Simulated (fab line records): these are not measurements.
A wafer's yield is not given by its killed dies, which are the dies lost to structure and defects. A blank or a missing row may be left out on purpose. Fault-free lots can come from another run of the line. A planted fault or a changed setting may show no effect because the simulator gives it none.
Which of the tools did it?    flow gf180mcu    18 wafers from 6 lots sampled at 3 of the route's 602 steps

== WHAT THE GAUGES READ, wafer by wafer ==
GF_V5_THK_MEAS_01.
lot   measured      on             V5_CVD_00_THK (nm)
L745  day 26 19:53  film_metro-04  299.9 300.2 301.8
L747  day 27 13:38  film_metro-02  300.5 302.6 304.2
L750  day 28 11:54  film_metro-04  296.8 300.6 300.8
L754  day 29 12:29  film_metro-04  300.7 298.4 300.8
L762  day 32 04:07  film_metro-01  299.7 297.6 297.5
L764  day 32 14:13  film_metro-04  295.9 297.6 301.1

== WHICH TOOL RAN EACH LOT (tool, then ch and the chambers of the sampled wafers, then the start) ==
lot   GF_MIM_CVD_05                    GF_MIM_STRIP_21
L745  pecvd-01 ch 0,2, day 24 23:55    wet_bench-02 ch 2, day 25 21:39
L747  pecvd-04 ch 0,2, day 25 19:02    wet_bench-03 ch 1, day 26 16:24
L750  pecvd-04 ch 0,2, day 26 19:15    wet_bench-02 ch 0, day 27 15:19
L754  pecvd-01 ch 0,1,2, day 27 20:53  wet_bench-04 ch 1, day 28 16:12
L762  pecvd-02 ch 0,1,2, day 30 16:11  wet_bench-02 ch 0, day 31 10:09
L764  pecvd-02 ch 1,2, day 31 03:24    wet_bench-02 ch 1, day 31 20:40
- GF_MIM_CVD_05: deposits Si3N4, target thk 42 nm, time 29.086 s.
- GF_MIM_STRIP_21: strips in post etch residue remover, time 1200 s.

== THE ANSWER, worked out from the rows above alone ==
Rule: usual is defined by the lots themselves. The widest of any qualifying gaps counts: lots, ordered by their means at a reading, are off when they make up no more than a third of the lots, leave a main group of 4 or more, and stand apart from it by 3 or more times the standard deviation of that group's means. The tables above print the reading to a certain number of digits; a main group whose means all agree to those digits is not used. Also off: a lot with no number at a reading for which 4 or more lots have one. Any other lot the step has rows for is counted as sound.
No lot is off on any of the readings shown, so nothing can be concluded from this.

== WHAT THE SIMULATOR HAD INSERTED ==
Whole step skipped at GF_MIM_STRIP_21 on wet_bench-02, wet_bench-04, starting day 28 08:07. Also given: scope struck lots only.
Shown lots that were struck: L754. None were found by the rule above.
